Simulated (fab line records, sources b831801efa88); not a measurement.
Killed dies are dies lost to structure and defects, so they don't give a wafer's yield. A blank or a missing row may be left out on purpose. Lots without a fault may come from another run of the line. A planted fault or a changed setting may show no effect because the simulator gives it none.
One fault seen from 2 desks | flow sky130 | each desk has only its own numbers; what lay behind them comes last

THE TOOL OWNER'S DESK: pecvd-04
The tool's own readings at SKY_PASSIVATION_CVD_02 (deposits Si3N4, target thk 540 nm): means of the sampled wafers that have a number, for each lot that ran on this tool. A lot is out of limits, marked OUT, if its mean lies more than 4 standard deviations from the usual mean; the brackets give that distance.
Columns: A = heater_power_w at SKY_PASSIVATION_CVD_02, usual 690 W
lot  | first seen here | A
L142 | day 44 10:56    | 612
L144 | day 44 18:34    | 610
L149 | day 46 01:15    | 646
L153 | day 47 02:46    | 646
L156 | day 47 19:12    | 618
This desk's finding: nothing out of limits on any of the 5 lots.

THE METROLOGY DESK
What the gauges read, lot by lot, whatever tool the lot ran on: means of the sampled wafers that have a number. A lot is out of limits, marked OUT, if its mean lies more than 4 standard deviations from the usual mean; the brackets give that distance.
Columns: A = PASSIVATION_CVD_02_THK at SKY_PASSIVATION_THK_MEAS_03, usual 539 nm
lot  | first seen here | A
L142 | day 44 11:10    | 539
L143 | day 44 12:23    | 532
L144 | day 44 18:47    | 543
L146 | day 45 08:22    | 540
L149 | day 46 01:28    | 536
L153 | day 47 03:00    | 554
L155 | day 47 14:17    | 548
L156 | day 47 19:26    | 552
L160 | day 48 15:45    | 549
L161 | day 48 23:10    | 534
L163 | day 49 05:13    | 536
This desk's finding: nothing out of limits on any of the 11 lots.

PUT TOGETHER
The tool owner's desk saw nothing out of limits.
The metrology desk saw nothing out of limits.

WHAT THE SIMULATOR HAD PUT IN
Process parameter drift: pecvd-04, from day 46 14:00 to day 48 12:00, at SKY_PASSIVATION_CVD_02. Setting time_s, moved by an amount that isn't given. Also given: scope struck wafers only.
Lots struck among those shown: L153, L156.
